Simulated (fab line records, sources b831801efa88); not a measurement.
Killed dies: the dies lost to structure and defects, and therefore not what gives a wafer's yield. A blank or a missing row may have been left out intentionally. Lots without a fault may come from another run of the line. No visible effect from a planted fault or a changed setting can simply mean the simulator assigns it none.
fab line records | flow sky130
record lots=4 wafers=12 lastDay=50
route steps=708 shown METAL1@441 VIA1@458 PAD_OPEN@708
lots that met no fault: taken from a fault-free run of the same line
startH: hours from the record's opening day to when the first of the lot's shown wafers began | waitH: how many hours have passed since the lot's step before this one | " same as the row above | L1.1+2: several wafers, shown together as one row | - no value, or no start was given | * or withheld: withheld | < > ~ a bound
route shown NAME@n: a module of which the file shows steps, and the number in the route of the first | usual: mean and standard deviation over wafers with no fault | same: alike in all rows | chamber/n: place in a boat | sites: the reading at each site | _std_site: standard deviation across them | _edge_site: the outer-site mean with the inner-site mean subtracted | radiusMm: how far each site lies from the wafer's centre | mask NAME#n: copy n | behind: the tool/chamber that last shaped the wafer | hold: what put the lot on hold/how long, in hours/how the hold closed | device: the n, p or np transistor that did not switch | end of line: tests of these same wafers at the route's end | step lacking rows: just its recipe | killed: dies that structure and defects cost at the first sort, which is not the same as the wafer's yield | map: the dies of a wafer, with x for killed, . for not killed, _ for no die there
set.NAME: setting as actually run; set.NAME@STEP: the setting as run at that earlier step | model.NAME: the simulator's own value behind a step, which no gauge read
certain route steps with their lots: each step a table, each wafer a row
services: a tool's chamber out of use, with start hour (startH, from the record's first day; less than 0 if before it), hours out, and reason
## steps
# step SKY_METAL1_DEHYDRATE_07
# recipe tempC=200 timeS=60
# step SKY_METAL1_HMDS_08
# recipe primeTimeS=60 primeTempC=120
# step SKY_METAL1_COAT_09
# recipe resist=BARC tempC=withheld timeS=withheld spinRpm=3000 resistThkNm=60
# step SKY_METAL1_COAT_10
# recipe resist=KrF-thick spinRpm=3000 resistThkNm=450
# step SKY_METAL1_SOFTBAKE_11
# recipe tempC=100 timeS=90 resist=KrF-thick
# step SKY_METAL1_EXPOSE_12
# recipe maskId=MM1 na=0.8 sourceShape=annular sigmaInner=0.55 sigmaOuter=0.85 targetCdNm=140 doseMj=28
# step SKY_METAL1_PEB_13
# recipe pebTempC=withheld pebTimeS=withheld resist=KrF-thick
# step SKY_METAL1_DEVELOP_14
# recipe developTimeS=60 resist=KrF-thick devTempC=21
# step SKY_METAL1_DESCUM_17
# recipe chemistry=O2 sourcePowerW=150 biasPowerW=0 pressureMtorr=10 tempC=40 timeS=8
# step SKY_METAL1_ETCH_18
# recipe chemistry=N2/H2 target=BARC ionEnergyEv=200 biasW=100 pressureMtorr=30 n2FlowSccm=100 h2FlowSccm=200 icpW=500 stopOn=SiO2 timeS=45.9 targetDepthA=600
# step SKY_METAL1_METAL_ETCH_19
# recipe targetDepthA=3600 stopOn=SiO2 overEtchFrac=0.3 timeS=78 chemistry=Cl2/BCl3 resistSidewallDeg=88 pressureMtorr=10 icpW=900 biasW=48.5 Cl2_flow_sccm=60 bcl3FlowSccm=30
# usual drypumpMotorCurrentA=5.90/0.22 heBacksideLeakSccm=3.35/0.28 oesProductAu=0.857/0.0053 throttleValvePct=22.264/0.0084
# columns lot.wafer tool chamber startH waitH drypumpMotorCurrentA heBacksideLeakSccm oesProductAu rfHoursCounterH throttleValvePct
L881.1 rieMetal-02 0 793.28 0.0 5.83 3.18 0.858 3 22.269
L881.5 " 0 " " 5.87 3.25 0.853 - 22.247
L881.6 " 1 " " 6.09 3.55 0.853 - 22.267
L888.2 rieMetal-03 0 834.04 0.0 5.52 2.82 0.856 12 22.252
L888.3 " 0 " " 5.51 2.75 0.859 - 22.260
L888.5 " 0 " " 5.52 3.06 0.853 - 22.266
L890.2 rieMetal-03 1 862.41 0.0 5.97 3.58 0.856 13 22.262
L890.3 " 0 " " 5.51 3.14 0.856 - 22.278
L890.4 " 1 " " 5.97 3.78 0.860 - 22.259
L899.1 rieMetal-03 0 922.13 0.0 5.47 3.04 0.861 16 22.258
L899.3 " 1 " " 5.97 3.73 0.857 - 22.274
L899.6 " 1 " " 5.98 3.80 0.865 - 22.258
# step SKY_METAL1_STRIP_20
# recipe chemistry=O2/N2 powerW=1400 pressureMtorr=1500 platenTempC=withheld o2FlowSccm=3000 n2FlowSccm=300 overashFraction=0.5
# step SKY_METAL1_STRIP_21
# recipe chemistry=postEtchResidueRemover timeS=1200 tempC=72.5
# step SKY_METAL1_CLEAN_22
# recipe chemistry=IPA timeS=180 tempC=25
# step SKY_METAL1_CLEAN_23
# recipe chemistry=O3/DIW dry=n2Spin
# step SKY_VIA1_HDPCVD_00
# recipe material=SiO2 targetThkNm=1030 sigmaOpenFrac=0.3 timeS=171.7 tempC=400 sih4FlowSccm=60 pressureMtorr=6
# step SKY_VIA1_CMP_02
# recipe material=SiO2 downForcePsi=4 platenRpm=60 padVelocityMS=0.94248
# step SKY_VIA1_DEHYDRATE_04
# recipe tempC=200 timeS=60
# step SKY_VIA1_HMDS_05
# recipe primeTimeS=60 primeTempC=120
# step SKY_VIA1_COAT_06
# recipe resist=BARC tempC=withheld timeS=withheld spinRpm=3000 resistThkNm=60
# step SKY_VIA1_COAT_07
# recipe resist=KrF-thick spinRpm=3000 resistThkNm=450
# step SKY_VIA1_SOFTBAKE_08
# recipe tempC=100 timeS=90 resist=KrF-thick
# step SKY_VIA1_EXPOSE_09
# recipe maskId=VIM na=0.8 sourceShape=annular sigmaInner=0.55 sigmaOuter=0.85 targetCdNm=150 doseMj=38
# step SKY_VIA1_PEB_10
# recipe pebTempC=withheld pebTimeS=withheld resist=KrF-thick
# step SKY_VIA1_DEVELOP_11
# recipe developTimeS=58.2 resist=KrF-thick devTempC=21
# step SKY_VIA1_ETCH_14
# recipe chemistry=N2/H2 target=BARC ionEnergyEv=200 sourceW=500 biasW=100 pressureMtorr=30 n2FlowSccm=100 h2FlowSccm=200 stopOn=SiO2 timeS=45.9 targetDepthA=600
# step SKY_VIA1_ETCH_15
# recipe target=SiO2 chemistry=C4F8/O2/Ar targetDepthNm=351 stopOn=TiN maskMaterial=KrF-thick sourceW=1500 biasW=1200 pressureMtorr=40 c4f8FlowSccm=withheld O2_flow_sccm=6 Ar_flow_sccm=300 timeS=54
# step SKY_VIA1_STRIP_16
# recipe chemistry=O2/N2 powerW=1400 pressureMtorr=1500 platenTempC=withheld o2FlowSccm=3000 n2FlowSccm=300 overashFraction=0.5
# step SKY_VIA1_STRIP_17
# recipe chemistry=postEtchResidueRemover timeS=1200 tempC=72.5
# step SKY_VIA1_CLEAN_18
# recipe chemistry=IPA timeS=180 tempC=25
# step SKY_VIA1_CLEAN_19
# recipe chemistry=O3/DIW dry=n2Spin
# step SKY_VIA1_SPUTTER_20
# recipe material=TiN targetThkNm=20 chamberPressurePa=5 powerW=4000 timeS=80
# step SKY_VIA1_CVD_21
# recipe material=W targetThkNm=270 timeS=80.902 tempC=400 pressureTorr=40
# step SKY_VIA1_CMP_24
# recipe stopOn=SiO2 tOverpolishS=15 downForcePsi=3.5 platenRpm=60 targetThkNm=0 padVelocityMS=0.94248
# step SKY_PAD_OPEN_PROBE_99
# usual defectLimitedYield=83.0/1.8 killed_at_M0_to_M3=42/6.6 killed_at_M4_up=3.0/1.7 killedAtContacts=24/5.3 killedAtFrontEnd=15/4.5 killedDies=83/9 killedOpen=45/6.9 killedShort=38/5.8 sort_bin_3_pad_short=0.8/0.4 sort_bin_5_function=10.0/1.5 sort_bin_6_memory=6.1/1.1 sortNPass=409/9 sortYieldPct=83.0/1.8
# same grossDies=492 killedAtBackSide=0 killedAtOther=0 sort_bin_4_leakage[%]=0 sort_bin_8_speed[%]=0
# columns lot.wafer tool chamber startH waitH defectLimitedYield[%] killed_at_M0_to_M3 killed_at_M4_up killedAtContacts killedAtFrontEnd killedDies killedOpen killedShort sort_bin_3_pad_short[%] sort_bin_5_function[%] sort_bin_6_memory[%] sortNPass sortYieldPct[%] model.etest.tester.sortNPass model.etest.tester.sortYieldPct model.etest.tester.sort_bin_5_pct model.etest.tester.sort_bin_3_pct
L881.1 prober-02 - 1111.03 0.1 82.9 49 2 20 13 84 44 39 0.6 11.2 5.3 408 82.9 408 82.93 11.18 0.6098
L881.5 prober-02 - 1111.23 0.2 85.4 38 4 21 9 72 39 33 0.8 8.3 5.5 420 85.4 420 85.37 8.333 0.813
L881.6 prober-02 - 1111.28 0.2 82.9 37 1 27 19 84 50 34 0.8 9.1 7.1 408 82.9 408 82.93 9.146 0.813
L888.2 prober-02 - 1130.27 0.1 74.8 91 3 24 6 124 43 34 2.0 14.8 8.3 368 74.8 368 74.8 14.84 2.033
L888.3 prober-02 - 1130.32 0.2 75.8 86 3 21 9 119 42 31 1.6 14.4 8.1 373 75.8 373 75.81 14.43 1.626
L888.5 prober-02 - 1130.42 0.2 76.4 84 2 22 8 116 38 32 2.4 15.4 5.7 376 76.4 376 76.42 15.45 2.439
L890.2 prober-02 - 1151.66 0.1 72.2 100 2 16 19 137 44 45 3.9 17.9 6.1 355 72.2 355 72.15 17.89 3.862
L890.3 prober-02 - 1151.71 0.2 73.4 95 7 19 10 131 52 32 2.2 16.5 7.9 361 73.4 361 73.37 16.46 2.236
L890.4 prober-02 - 1151.76 0.2 74.8 92 1 18 13 124 53 31 2.0 15.2 7.9 368 74.8 368 74.8 15.24 2.033
L899.1 prober-01 - 1196.87 0.1 80.1 48 2 26 22 98 62 36 1.2 10.6 8.1 394 80.1 394 80.08 10.57 1.22
L899.3 prober-01 - 1196.97 0.2 85.6 43 3 12 13 71 41 30 0.2 10.2 4.1 421 85.6 421 85.57 10.16 0.2033
L899.6 prober-01 - 1197.12 0.2 85.2 39 1 21 12 73 43 30 1.0 8.9 4.9 419 85.2 419 85.16 8.943 1.016
# killed by level:class
L881.1 METAL2:geometricParticle:short=10 VIA2:geometricParticle:open=10 CONTACT:geometricParticle:open=9 VIA3:geometricParticle:open=8 LOCAL_INTERCONNECT:geometricParticle:short=6 METAL3:geometricParticle:short=6 METAL1:geometricParticle:short=5 LI_CONTACT:geometricParticle:open=4
L881.5 METAL2:geometricParticle:short=11 LI_CONTACT:geometricParticle:open=8 CONTACT:geometricParticle:open=6 VIA2:geometricParticle:open=5 SPACER:geometricParticle:open=4 LOCAL_INTERCONNECT:geometricParticle:short=4 METAL1:geometricParticle:short=4 VIA1:geometricParticle:open=4
L881.6 LI_CONTACT:geometricParticle:open=10 METAL1:geometricParticle:short=9 CONTACT:geometricParticle:open=8 VIA1:geometricParticle:open=6 FIELD_ISO:geometricParticle:short=5 POLY_GATE:geometricParticle:open=5 VIA2:geometricParticle:open=5 VIA3:geometricParticle:open=5
L888.2 METAL1:unspecified=47 CONTACT:geometricParticle:open=11 VIA1:geometricParticle:open=10 VIA1:geometricParticle:short=7 VIA3:geometricParticle:open=7 METAL3:geometricParticle:short=6 LI_CONTACT:geometricParticle:open=5 CONTACT:geometricParticle:short=4
L888.3 METAL1:unspecified=46 CONTACT:geometricParticle:open=10 VIA1:geometricParticle:open=10 VIA1:geometricParticle:short=7 LI_CONTACT:geometricParticle:open=5 METAL2:geometricParticle:short=5 VIA2:geometricParticle:open=5 LI_CONTACT:geometricParticle:short=3
L888.5 METAL1:unspecified=46 VIA1:geometricParticle:open=9 CONTACT:geometricParticle:open=8 LI_CONTACT:geometricParticle:open=6 VIA3:geometricParticle:open=6 METAL1:geometricParticle:short=5 VIA2:geometricParticle:short=4 VIA1:geometricParticle:short=4
L890.2 METAL1:unspecified=48 VIA1:geometricParticle:open=11 FIELD_ISO:geometricParticle:short=9 METAL1:geometricParticle:short=9 CONTACT:geometricParticle:open=8 VIA2:geometricParticle:open=7 VIA3:geometricParticle:open=6 POLY_GATE:geometricParticle:short=5
L890.3 METAL1:unspecified=47 VIA1:geometricParticle:open=12 VIA3:geometricParticle:open=10 VIA2:geometricParticle:open=7 CONTACT:geometricParticle:open=6 VIA1:geometricParticle:short=5 POLY_GATE:geometricParticle:open=4 LOCAL_INTERCONNECT:geometricParticle:short=4
L890.4 METAL1:unspecified=40 VIA1:geometricParticle:open=17 CONTACT:geometricParticle:open=9 VIA2:geometricParticle:open=6 METAL2:geometricParticle:short=5 FIELD_ISO:geometricParticle:open=4 VIA3:geometricParticle:open=4 POLY_GATE:geometricParticle:short=4
L899.1 VIA1:geometricParticle:open=15 CONTACT:geometricParticle:open=9 VIA2:geometricParticle:open=9 FIELD_ISO:geometricParticle:short=7 POLY_GATE:geometricParticle:open=6 CONTACT:geometricParticle:short=6 LI_CONTACT:geometricParticle:open=6 VIA3:geometricParticle:open=5
L899.3 VIA1:geometricParticle:open=9 VIA3:geometricParticle:open=7 CONTACT:geometricParticle:open=6 VIA2:geometricParticle:open=6 METAL1:geometricParticle:short=5 POLY_GATE:geometricParticle:open=4 FIELD_ISO:geometricParticle:short=3 METAL1:geometricParticle:open=3
L899.6 VIA1:geometricParticle:open=9 CONTACT:geometricParticle:open=8 VIA2:geometricParticle:open=7 VIA1:geometricParticle:short=6 LI_CONTACT:geometricParticle:short=5 FIELD_ISO:geometricParticle:open=4 VIA3:geometricParticle:open=4 VIA2:geometricParticle:short=4
# map L888.2 (x killed, . not)
__________x....x...._________
________............x._______
______..x.......x..x...x_____
_____.......x.x..x...x...____
____.........x.......x...x___
___..x....x.....x.xxx...x..__
__.......x......x.x....x.x.x_
_x........x...xx...........xx
_..............x...xxx..x..x.
_.....x..........xxxxxx.x.x..
_......x......xxxxxxxx.......
_..........xx.x.xxxxxxx.xx...
_........x..xxxxxxxxxxxxx.xx.
_.....x.....x.x.xxxxxx.x.....
_x......x....x..xxxx.........
__................xxxxx....._
___...............xx....x..__
____............x.........___
_____......x...xx..xxx...____
______..........x...xx.._____
________x.....x..x...._______
__________.x........_________
# map L890.2 (x killed, . not)
__________x....x...._________
________.x.x.x.....x.._______
______xxxxxxx.xxx......._____
_____xxx.xxxxx...x.......____
____.x...xxxxxxx.x........___
___....xxxxxxxxx.......x..x__
__...x.x.xxxxx.xx...x..x...x_
_...xxx..xxxxxxxx...x........
_........xxxx.........x....x.
_...........x.x.x...x..x.x.x.
_.x............x..x...x......
_x.......x.xx........xx.x...x
_..x...xxx.x...x.....x.......
_..x.x..x..x.x.....xx.....xx.
_.........x..x.x..x..........
__.......x........x...x....._
___.........xx.......xx....__
____x...x........x......x.___
_____.x..x...........x...____
______.......x..x......._____
________x..xx.....x..._______
__________xx..x....._________
## services
# columns tool chamber startH hours kind
rieMetal-02 - 856.19 4.3 pm
## key
firstSign step=SKY_PAD_OPEN_PROBE_99 reading=killed_at_M0_to_M3 direction=up sigmas=7.5 usual=42 struck=91
effect step=SKY_PAD_OPEN_PROBE_99 reading=defectLimitedYield direction=down sigmas=4.6 usual=83.0 struck=74.6
modelEffect step=SKY_PAD_OPEN_PROBE_99 value=etest.tester.sortNPass without=406.7 struck=366.8
metAt SKY_METAL1_METAL_ETCH_19
struckWafers L888.2,L888.3,L888.5,L890.2,L890.3,L890.4
fault kind=chamberParticleSource tool=rieMetal-03 chamber=- onsetH=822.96 steps=SKY_METAL1_METAL_ETCH_19 ratePerVisitCm2=0.57091 endH=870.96
